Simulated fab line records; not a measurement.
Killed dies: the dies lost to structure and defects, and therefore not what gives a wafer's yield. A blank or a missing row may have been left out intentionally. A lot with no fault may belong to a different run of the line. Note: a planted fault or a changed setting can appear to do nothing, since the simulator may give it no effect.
fab line records | flow sky130
[record] lots = 13 wafers = 38 last-day = 50
route steps=708 shown SONOS_ONO@173 POLY_GATE@232 LDD_P@257 LDD_HVN@274 PAD_OPEN@708
lots with no fault: from the same line, run without faults
start-h: hours from the record's first day to the start of the lot's first wafer shown | wait-h: hours elapsed since this lot's preceding step | " same as the row above | L1.1+2: a single row standing in for several wafers | - either no value or no given start | * or withheld: withheld | < > ~ a bound
route shown NAME@n: NAME is a module with steps in the file, n the number in the route of the first one | usual: mean/standard deviation of fault-free wafers | same: alike in all rows | chamber/n: place in a boat | sites: the reading at each site | _std_site: how widely they spread, as a standard deviation | _edge_site: inner sites' mean taken away from outer sites' mean | radius-mm: for every site, how far away it sits from the centre of the wafer | mask NAME#n: copy n | behind: the last tool/chamber to shape the wafer | hold: why the lot went on hold/how many hours it stayed there/how the hold came to an end | device: which transistor (n, p or np) failed to switch | end of line: the route-end tests of the same wafers | a step given without rows: its recipe and nothing more | killed: the dies lost at the first sort to structure and to defects; this is not the yield of the wafer | map: the dies of a wafer, with x for killed, . for not killed, _ for no die there
set.NAME: the run value of the setting; set.NAME@STEP: its run value at that earlier step | model.NAME: the simulator's own value behind a step, which no gauge read
steps of the route over a sample of lots; a table a step, a row a wafer
services: the hour from which a tool's chamber was out of use, counted from the record's first day as start-h (under 0 if before that day), plus the number of hours and why
[[steps]]
[step SKY_SONOS_ONO_THK_MEAS_05]
[recipe] reads = SiO2_of_SONOS_ONO_CVD_04
[usual] SONOS_ONO_CVD_04_THK = 5.64/0.1
// columns lot.wafer tool chamber start-h wait-h SONOS_ONO_CVD_04_THK[nm]
L205.1 film-metro-01 - 262.77 0.0 5.76
L205.4 " - " " 5.76
L205.6 " - " " 5.68
L206.1 film-metro-02 - 270.05 0.0 5.70
L206.3 " - " " 5.69
L206.5 " - " " 5.59
L207.3 film-metro-01 - 278.29 0.0 5.54
L207.4 " - " " 5.47
L207.6 " - " " 5.51
L208.1 film-metro-02 - 280.16 0.0 5.54
L208.5 " - " " 5.54
L208.6 " - " " 5.58
L209.2 film-metro-02 - 287.91 0.0 5.66
L209.3 " - " " 5.67
L209.6 " - " " 5.66
L210.3 film-metro-01 - 293.54 0.0 5.67
L210.4 " - " " 5.66
L210.5 " - " " 5.68
L211.3 film-metro-02 - 302.50 0.0 5.78
L211.5 " - " " 5.88
L211.6 " - " " 5.83
L212.2 film-metro-02 - 312.82 0.0 5.60
L212.5 " - " " 5.63
L212.6 " - " " 5.52
L214.1 film-metro-01 - 323.13 0.0 5.54
L214.4 " - " " 5.72
L214.6 " - " " 5.63
L215.1 film-metro-02 - 331.12 0.0 5.53
L215.2 " - " " 5.54
L215.3 " - " " 5.39
L221.3 film-metro-04 - 383.20 0.0 5.40
L221.5 " - " " 5.59
L225.1 film-metro-02 - 409.62 0.0 5.61
L225.2 " - " " 5.56
L225.5 " - " " 5.44
L228.1 film-metro-02 - 440.38 0.0 5.55
L228.3 " - " " 5.53
L228.5 " - " " 5.53
[step SKY_POLY_GATE_STRIP_18]
[recipe] chemistry = O2/N2 power-w = 1400 pressure-mtorr = 1500 platen-temp-c = withheld o2-flow-sccm = 3000 n2-flow-sccm = 300 overash-fraction = 0.5
[usual] drypump-motor-current-A = 5.70/0.22 oes-product-au = 0.361/0.0045 strip-time-to-endpoint-s = 3.18/0.034
// columns lot.wafer tool chamber start-h wait-h drypump-motor-current-A oes-product-au rf-hours-counter-h strip-time-to-endpoint-s
L205.1 plasma-asher-02 1 377.22 0.0 5.32 0.355 71 3.20
L205.4 " 1 " " 5.29 0.368 - 3.21
L205.6 " 0 " " 5.76 0.356 - 3.13
L206.1 plasma-asher-01 1 385.93 0.0 6.01 0.365 68 3.14
L206.3 " 1 " " 6.01 0.362 - 3.10
L206.5 " 1 " " 6.00 0.352 - 3.12
L207.3 plasma-asher-02 0 395.20 0.1 5.75 0.363 - 3.18
L207.4 " 1 " " 5.32 0.361 - 3.18
L207.6 " 0 " " 5.76 0.364 - 3.19
L208.1 plasma-asher-04 1 397.58 0.0 5.83 0.359 26 3.16
L208.5 " 1 " " 5.86 0.365 - 3.17
L208.6 " 0 " " 5.69 0.364 - 3.16
L209.2 plasma-asher-04 1 406.38 0.0 5.83 0.364 27 3.19
L209.3 " 0 " " 5.71 0.361 - 3.23
L209.6 " 0 " " 5.71 0.356 - 3.19
L210.3 plasma-asher-02 1 416.52 0.1 5.37 0.354 - 3.16
L210.4 " 0 " " 5.76 0.363 - 3.17
L210.5 " 0 " " 5.74 0.358 - 3.15
L211.3 plasma-asher-04 0 423.23 0.1 5.70 0.360 - 3.18
L211.5 " 0 " " 5.72 0.364 - 3.18
L211.6 " 1 " " 5.86 0.356 - 3.17
L212.2 plasma-asher-04 1 435.78 0.0 5.85 0.368 31 3.27
L212.5 " 0 " " 5.70 0.357 - 3.23
L212.6 " 1 " " 5.84 0.358 - 3.22
L214.1 plasma-asher-04 0 448.02 0.0 5.68 0.362 32 3.22
L214.4 " 1 " " 5.86 0.362 - 3.22
L214.6 " 0 " " 5.63 0.361 - 3.24
L215.1 plasma-asher-01 1 458.93 0.0 6.01 0.353 2 3.15
L215.2 " 0 " " 5.45 0.362 2 3.17
L215.3 " 1 " " 6.00 0.363 - 3.17
L221.3 plasma-asher-02 1 513.21 0.1 5.32 0.366 - 3.20
L221.5 " 1 " " 5.33 0.365 - 3.17
L225.1 plasma-asher-01 1 542.97 0.0 6.00 0.364 11 3.20
L225.2 " 0 " " 5.41 0.363 11 3.20
L225.5 " 0 " " 5.44 0.359 - 3.16
L228.1 plasma-asher-01 0 569.83 0.0 5.43 0.359 13 3.14
L228.3 " 0 " " 5.44 0.355 - 3.17
L228.5 " 0 " " 5.44 0.364 - 3.19
[step SKY_LDD_P_COAT_02]
[recipe] resist = NOVOLAK spin-rpm = 3000 resist-thk-nm = 1140
// columns lot.wafer tool chamber start-h wait-h
L205.1+4+6 litho-track-04 0 424.69 0.1
L206.1+3+5 litho-track-03 0 434.22 0.1
L207.3+4+6 litho-track-03 0 442.67 0.1
L208.1+5+6 litho-track-01 0 445.74 0.1
L209.2+3+6 litho-track-03 0 454.75 0.1
L210.3+4+5 litho-track-01 0 467.49 0.1
L211.3+5+6 litho-track-04 0 473.19 0.1
L212.2+5+6 litho-track-01 0 487.06 0.1
L214.1+4+6 litho-track-01 0 498.34 0.1
L215.1+2+3 litho-track-03 0 510.72 0.1
L221.3+5 litho-track-01 0 562.49 0.1
L225.1+2+5 litho-track-04 0 590.09 0.1
L228.1+3+5 litho-track-03 0 616.02 0.1
[step SKY_LDD_P_STRIP_10]
[recipe] chemistry = O2/N2 power-w = 1400 pressure-mtorr = 1500 platen-temp-c = withheld o2-flow-sccm = 3000 n2-flow-sccm = 300 overash-fraction = 0.5
[usual] drypump-motor-current-A = 5.91/0.27 oes-product-au = 0.716/0.0043 strip-time-to-endpoint-s = 14.18/0.042
// columns lot.wafer tool chamber start-h wait-h drypump-motor-current-A oes-product-au rf-hours-counter-h strip-time-to-endpoint-s
L205.1 plasma-asher-03 0 440.59 0.1 5.97 0.717 62 14.19
L205.4 " 0 " " 5.97 0.714 - 14.14
L205.6 " 1 " " 6.23 0.719 - 14.22
L206.1 plasma-asher-03 0 449.93 0.1 5.98 0.721 63 14.22
L206.3 " 1 " " 6.18 0.720 - 14.23
L206.5 " 0 " " 6.00 0.721 - 14.25
L207.3 plasma-asher-01 0 458.18 0.1 5.46 0.720 - 14.20
L207.4 " 1 " " 5.98 0.716 - 14.18
L207.6 " 1 " " 6.01 0.712 - 14.22
L208.1 plasma-asher-01 1 460.99 0.1 5.99 0.716 3 14.19
L208.5 " 0 " " 5.42 0.709 - 14.21
L208.6 " 1 " " 6.01 0.714 - 14.20
L209.2 plasma-asher-04 1 470.64 0.1 5.86 0.713 34 14.25
L209.3 " 0 " " 5.73 0.709 - 14.27
L209.6 " 1 " " 5.84 0.719 - 14.22
L210.3 plasma-asher-01 0 482.96 0.1 5.43 0.713 - 14.18
L210.4 " 1 " " 5.99 0.718 - 14.15
L210.5 " 0 " " 5.43 0.717 - 14.14
L211.3 plasma-asher-03 1 488.93 0.1 6.22 0.723 - 14.18
L211.5 " 1 " " 6.21 0.718 - 14.16
L211.6 " 0 " " 5.98 0.714 - 14.19
L212.2 plasma-asher-03 0 503.13 0.1 6.01 0.716 68 14.22
L212.5 " 0 " " 6.01 0.708 - 14.22
L212.6 " 1 " " 6.21 0.710 - 14.16
L214.1 plasma-asher-01 1 514.08 0.1 6.00 0.712 8 14.17
L214.4 " 0 " " 5.44 0.715 - 14.18
L214.6 " 0 " " 5.45 0.713 - 14.21
L215.1 plasma-asher-03 0 525.83 0.1 5.97 0.712 70 14.19
L215.2 " 1 " " 6.19 0.717 70 14.21
L215.3 " 1 " " 6.20 0.730 - 14.24
L221.3 plasma-asher-03 1 577.43 0.1 6.22 0.717 - 14.49
L221.5 " 0 " " 5.98 0.718 - 14.52
L225.1 plasma-asher-01 0 605.38 0.1 5.40 0.716 17 14.12
L225.2 " 1 " " 6.02 0.707 17 14.10
L225.5 " 1 " " 6.02 0.712 - 14.08
L228.1 plasma-asher-04 1 631.39 0.1 5.82 0.707 50 14.15
L228.3 " 1 " " 5.85 0.711 - 14.15
L228.5 " 0 " " 5.71 0.716 - 14.18
[step SKY_LDD_HVN_OVL_MEAS_07]
[usual] LDD_HVN_OVL = 1.7/1.2
// columns lot.wafer tool chamber start-h wait-h LDD_HVN_OVL[nm]
L205.1 overlay-02 - 470.89 0.1 2.1
L205.4 " - " " 1.0
L205.6 " - " " 2.6
L206.1 overlay-01 - 480.42 0.1 0.5
L206.3 " - " " 0.7
L206.5 " - " " 1.6
L207.3 overlay-01 - 488.46 0.1 1.1
L207.4 " - " " 0.7
L207.6 " - " " 2.2
L208.1 overlay-01 - 491.89 0.1 0.3
L208.5 " - " " 1.1
L208.6 " - " " 0.8
L209.2 overlay-02 - 501.23 0.1 1.6
L209.3 " - " " -0.2
L209.6 " - " " 0.9
L210.3 overlay-02 - 513.48 0.1 0.4
L210.4 " - " " 1.9
L210.5 " - " " -0.2
L211.3 overlay-01 - 520.30 0.1 4.0
L211.5 " - " " 2.2
L211.6 " - " " 3.5
L212.2 overlay-02 - 533.58 0.1 0.9
L212.5 " - " " 1.4
L212.6 " - " " 1.7
L214.1 overlay-01 - 543.69 0.1 2.0
L214.4 " - " " 3.2
L214.6 " - " " 2.4
L215.1 overlay-01 - 555.19 0.1 0.9
L215.2 " - " " -0.3
L215.3 " - " " 2.7
L221.3 overlay-02 - 606.83 0.1 3.1
L221.5 " - " " 0.6
L225.1 overlay-02 - 634.09 0.1 3.7
L225.2 " - " " 0.8
L225.5 " - " " 2.6
L228.1 overlay-01 - 660.27 0.1 2.5
L228.3 " - " " 2.6
L228.5 " - " " 1.5
[step SKY_PAD_OPEN_PROBE_99]
[usual] killed_at_M0_to_M3 = 44/7 killed_at_M4_up = 3.1/1.8 killed-at-contacts = 25/5.1 killed-at-front-end = 15/4.3 killed-at-other = 0.3/0.61 killed-dies = 87/9.8 killed-open = 48/7 killed-short = 38/6.3
[same] gross-dies = 492 killed-at-back-side = 0
// columns lot.wafer tool chamber start-h wait-h killed_at_M0_to_M3 killed_at_M4_up killed-at-contacts killed-at-front-end killed-at-other killed-dies killed-open killed-short
L205.1 prober-02 - 1080.50 0.1 45 1 23 12 3 84 39 42
L205.4 prober-02 - 1080.65 0.2 50 3 18 23 0 94 51 43
L205.6 prober-02 - 1080.75 0.2 43 6 24 21 1 95 49 46
L206.1 prober-01 - 1090.00 0.1 55 4 28 15 0 102 59 43
L206.3 prober-01 - 1090.10 0.2 50 5 23 17 0 95 54 41
L206.5 prober-01 - 1090.20 0.2 42 2 26 19 0 89 42 47
L208.1 prober-01 - 1093.39 0.1 63 1 22 23 3 112 61 50
L208.5 prober-01 - 1093.59 0.2 34 3 28 24 1 90 46 43
L208.6 prober-01 - 1093.64 0.2 42 3 24 6 1 76 50 26
L209.2 prober-02 - 1100.22 0.1 42 4 24 20 0 90 49 41
L209.3 prober-02 - 1100.27 0.2 30 3 22 14 0 69 35 34
L209.6 prober-02 - 1100.42 0.2 47 2 19 11 2 81 40 41
L210.3 prober-01 - 1105.71 0.2 45 2 30 13 0 90 45 45
L210.4 prober-01 - 1105.76 0.2 33 4 17 16 0 70 40 30
L210.5 prober-01 - 1105.81 0.2 41 3 29 14 0 87 49 37
L211.3 prober-02 - 1114.17 0.2 34 2 26 18 1 81 48 33
L211.5 prober-02 - 1114.27 0.2 45 5 21 17 1 89 48 41
L211.6 prober-02 - 1114.32 0.2 51 7 19 16 0 93 55 37
L212.2 prober-01 - 1122.34 0.1 43 5 26 16 0 90 45 44
L212.5 prober-01 - 1122.49 0.2 51 4 23 15 0 93 42 50
L212.6 prober-01 - 1122.54 0.2 46 3 20 23 0 92 59 31
L214.6 prober-01 - 1129.71 0.2 43 6 19 15 1 84 46 37
L221.3 prober-02 - 1168.54 0.2 51 3 25 13 0 92 50 42
L221.5 prober-02 - 1168.64 0.2 39 4 27 12 1 83 43 40
// killed by level:class
L205.1 CONTACT:geometric-particle:open=12 VIA3:geometric-particle:short=9 METAL2:geometric-particle:short=7 VIA2:geometric-particle:open=7 VIA1:geometric-particle:open=6 FIELD_ISO:geometric-particle:short=5 LOCAL_INTERCONNECT:geometric-particle:short=5 VIA3:geometric-particle:open=5
L205.4 VIA2:geometric-particle:open=11 CONTACT:geometric-particle:open=10 VIA1:geometric-particle:short=7 METAL2:geometric-particle:short=7 POLY_GATE:geometric-particle:short=6 POLY_GATE:geometric-particle:open=5 LI_CONTACT:geometric-particle:open=5 VIA1:geometric-particle:open=5
L205.6 LI_CONTACT:geometric-particle:open=9 CONTACT:geometric-particle:open=9 VIA2:geometric-particle:open=6 VIA2:geometric-particle:short=6 VIA3:geometric-particle:open=6 FIELD_ISO:geometric-particle:short=5 FIELD_ISO:geometric-particle:open=5 VIA1:geometric-particle:open=5
L206.1 VIA1:geometric-particle:open=14 METAL1:geometric-particle:short=10 CONTACT:geometric-particle:open=9 LI_CONTACT:geometric-particle:open=8 VIA3:geometric-particle:open=8 VIA2:geometric-particle:open=7 FIELD_ISO:geometric-particle:open=5 FIELD_ISO:geometric-particle:short=4
L206.3 VIA1:geometric-particle:open=19 METAL1:geometric-particle:short=9 LI_CONTACT:geometric-particle:open=8 CONTACT:geometric-particle:open=8 FIELD_ISO:geometric-particle:open=7 CONTACT:geometric-particle:short=6 VIA1:geometric-particle:short=6 METAL2:geometric-particle:short=6
L206.5 VIA3:geometric-particle:open=8 VIA1:geometric-particle:open=8 POLY_GATE:geometric-particle:open=7 LI_CONTACT:geometric-particle:short=7 CONTACT:geometric-particle:open=6 CONTACT:geometric-particle:short=6 VIA1:geometric-particle:short=5 POLY_GATE:geometric-particle:short=4
L208.1 VIA1:geometric-particle:open=12 VIA3:geometric-particle:open=9 LI_CONTACT:geometric-particle:open=8 METAL1:geometric-particle:short=8 CONTACT:geometric-particle:open=7 VIA2:geometric-particle:open=7 POLY_GATE:geometric-particle:short=6 METAL3:geometric-particle:short=6
L208.5 CONTACT:geometric-particle:open=9 METAL1:geometric-particle:short=7 VIA1:geometric-particle:open=7 FIELD_ISO:geometric-particle:short=6 LI_CONTACT:geometric-particle:open=6 LOCAL_INTERCONNECT:geometric-particle:short=6 FIELD_ISO:geometric-particle:open=5 VIA3:geometric-particle:open=5
L208.6 CONTACT:geometric-particle:open=12 VIA1:geometric-particle:open=11 VIA3:geometric-particle:open=9 LI_CONTACT:geometric-particle:open=6 VIA2:geometric-particle:open=5 FIELD_ISO:geometric-particle:short=3 LOCAL_INTERCONNECT:geometric-particle:short=3 METAL2:geometric-particle:open=3
L209.2 CONTACT:geometric-particle:open=11 VIA1:geometric-particle:open=9 FIELD_ISO:geometric-particle:open=7 METAL1:geometric-particle:short=7 VIA2:geometric-particle:open=6 CONTACT:geometric-particle:short=6 LI_CONTACT:geometric-particle:open=5 VIA3:geometric-particle:open=5
L209.3 CONTACT:geometric-particle:open=10 LI_CONTACT:geometric-particle:open=6 METAL1:geometric-particle:short=6 METAL2:geometric-particle:short=5 VIA3:geometric-particle:open=5 VIA2:geometric-particle:open=4 VIA3:geometric-particle:short=4 FIELD_ISO:geometric-particle:short=3
L209.6 VIA1:geometric-particle:open=11 CONTACT:geometric-particle:open=9 VIA3:geometric-particle:open=8 POLY_GATE:geometric-particle:short=6 VIA2:geometric-particle:short=6 METAL1:geometric-particle:short=5 VIA1:geometric-particle:short=5 LI_CONTACT:geometric-particle:open=4
L210.3 CONTACT:geometric-particle:open=13 METAL2:geometric-particle:short=9 VIA2:geometric-particle:open=7 FIELD_ISO:geometric-particle:short=6 VIA3:geometric-particle:open=6 CONTACT:geometric-particle:short=6 VIA1:geometric-particle:short=6 VIA1:geometric-particle:open=6
L210.4 VIA1:geometric-particle:open=7 CONTACT:geometric-particle:open=6 VIA3:geometric-particle:open=6 FIELD_ISO:geometric-particle:open=5 VIA3:geometric-particle:short=5 LI_CONTACT:geometric-particle:open=4 SPACER:geometric-particle:open=3 LOCAL_INTERCONNECT:geometric-particle:short=3
L210.5 CONTACT:geometric-particle:open=10 VIA1:geometric-particle:open=10 LOCAL_INTERCONNECT:geometric-particle:short=9 VIA3:geometric-particle:open=8 METAL2:geometric-particle:short=7 FIELD_ISO:geometric-particle:open=5 LI_CONTACT:geometric-particle:open=5 VIA1:geometric-particle:short=4
L211.3 CONTACT:geometric-particle:open=10 VIA1:geometric-particle:open=9 VIA2:geometric-particle:open=7 LOCAL_INTERCONNECT:geometric-particle:short=6 FIELD_ISO:geometric-particle:open=5 LI_CONTACT:geometric-particle:open=5 METAL1:geometric-particle:short=5 POLY_GATE:geometric-particle:open=4
L211.5 VIA1:geometric-particle:open=12 CONTACT:geometric-particle:open=9 VIA3:geometric-particle:short=7 VIA2:geometric-particle:open=6 POLY_GATE:geometric-particle:short=5 LI_CONTACT:geometric-particle:open=5 METAL4:geometric-particle:short=4 FIELD_ISO:geometric-particle:short=4
L211.6 VIA1:geometric-particle:open=16 VIA3:geometric-particle:open=10 CONTACT:geometric-particle:open=8 METAL1:geometric-particle:short=6 VIA2:geometric-particle:open=6 FIELD_ISO:geometric-particle:short=5 LI_CONTACT:geometric-particle:open=5 METAL4:geometric-particle:short=5
L212.2 VIA1:geometric-particle:open=10 LI_CONTACT:geometric-particle:open=8 CONTACT:geometric-particle:open=7 METAL2:geometric-particle:short=7 FIELD_ISO:geometric-particle:short=5 FIELD_ISO:geometric-particle:open=5 LOCAL_INTERCONNECT:geometric-particle:short=5 VIA3:geometric-particle:open=5
L212.5 VIA1:geometric-particle:open=11 VIA2:geometric-particle:open=8 CONTACT:geometric-particle:open=6 VIA1:geometric-particle:short=6 VIA2:geometric-particle:short=5 LI_CONTACT:geometric-particle:open=5 METAL2:geometric-particle:short=5 VIA3:geometric-particle:short=5
L212.6 VIA1:geometric-particle:open=15 CONTACT:geometric-particle:open=8 VIA2:geometric-particle:open=7 FIELD_ISO:geometric-particle:short=6 POLY_GATE:geometric-particle:open=6 LI_CONTACT:geometric-particle:open=6 FIELD_ISO:geometric-particle:open=5 METAL2:geometric-particle:short=5
L214.6 VIA2:geometric-particle:open=12 VIA1:geometric-particle:open=8 LI_CONTACT:geometric-particle:open=7 VIA1:geometric-particle:short=7 CONTACT:geometric-particle:open=6 FIELD_ISO:geometric-particle:short=5 POLY_GATE:geometric-particle:short=4 VIA2:geometric-particle:short=4
L221.3 CONTACT:geometric-particle:open=10 CONTACT:geometric-particle:short=9 VIA1:geometric-particle:open=9 VIA2:geometric-particle:open=7 METAL2:geometric-particle:short=7 VIA3:geometric-particle:open=6 LI_CONTACT:geometric-particle:open=5 METAL1:geometric-particle:short=5
L221.5 CONTACT:geometric-particle:open=11 LI_CONTACT:geometric-particle:open=8 VIA1:geometric-particle:short=8 CONTACT:geometric-particle:short=6 VIA2:geometric-particle:open=5 VIA1:geometric-particle:open=5 FIELD_ISO:geometric-particle:open=4 VIA2:geometric-particle:short=4
[[services]]
// columns tool chamber start-h hours kind
plasma-asher-02 - 396.06 4.0 repair
plasma-asher-02 - 406.49 1.7 repair
plasma-asher-01 - 421.25 9.0 pm
plasma-asher-01 0 421.25 9.0 vent-cycle
plasma-asher-01 1 421.25 9.0 vent-cycle
plasma-asher-03 - 421.41 2.8 pm
plasma-asher-03 - 427.20 1.9 repair
plasma-asher-01 0 430.25 - clean
plasma-asher-01 1 430.25 - clean
plasma-asher-02 - 601.23 1.3 repair
plasma-asher-04 - 605.54 0.7 repair
plasma-asher-02 - 614.11 12.1 repair
[[key]]
[first-sign] step = SKY_LDD_P_STRIP_10 reading = strip-time-to-endpoint-s direction = up sigmas = 7.7 usual = * struck = *
effect none on later readings
met-at SKY_LDD_P_COAT_02
struck-lots L221
struck-wafers L221.3,L221.5
tester-left-out L221
not-acting-at SKY_SONOS_ONO_THK_MEAS_05,SKY_POLY_GATE_STRIP_18,SKY_LDD_HVN_OVL_MEAS_07
onset-between 498.34 562.49
also-fits SKY_LDD_P_STRIP_10:plasma-asher-03
[fault] kind = process-parameter-drift tool = litho-track-01 chamber = - onset-h = 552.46 steps = SKY_LDD_P_COAT_02 channel = resist-thk-nm offset = 33.389 shape = step end-h = 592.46 scope = struck-wafers-only acts-in = these-recipes-only stated = 1140
// tester-left-out: of these lots the tester's yield and bins aren't shown, on N5 and GAA mostly nor the transistor test; their killed dies are dies lost to structure and defects alone, not to doping, threshold or leakage, so they don't give the yield
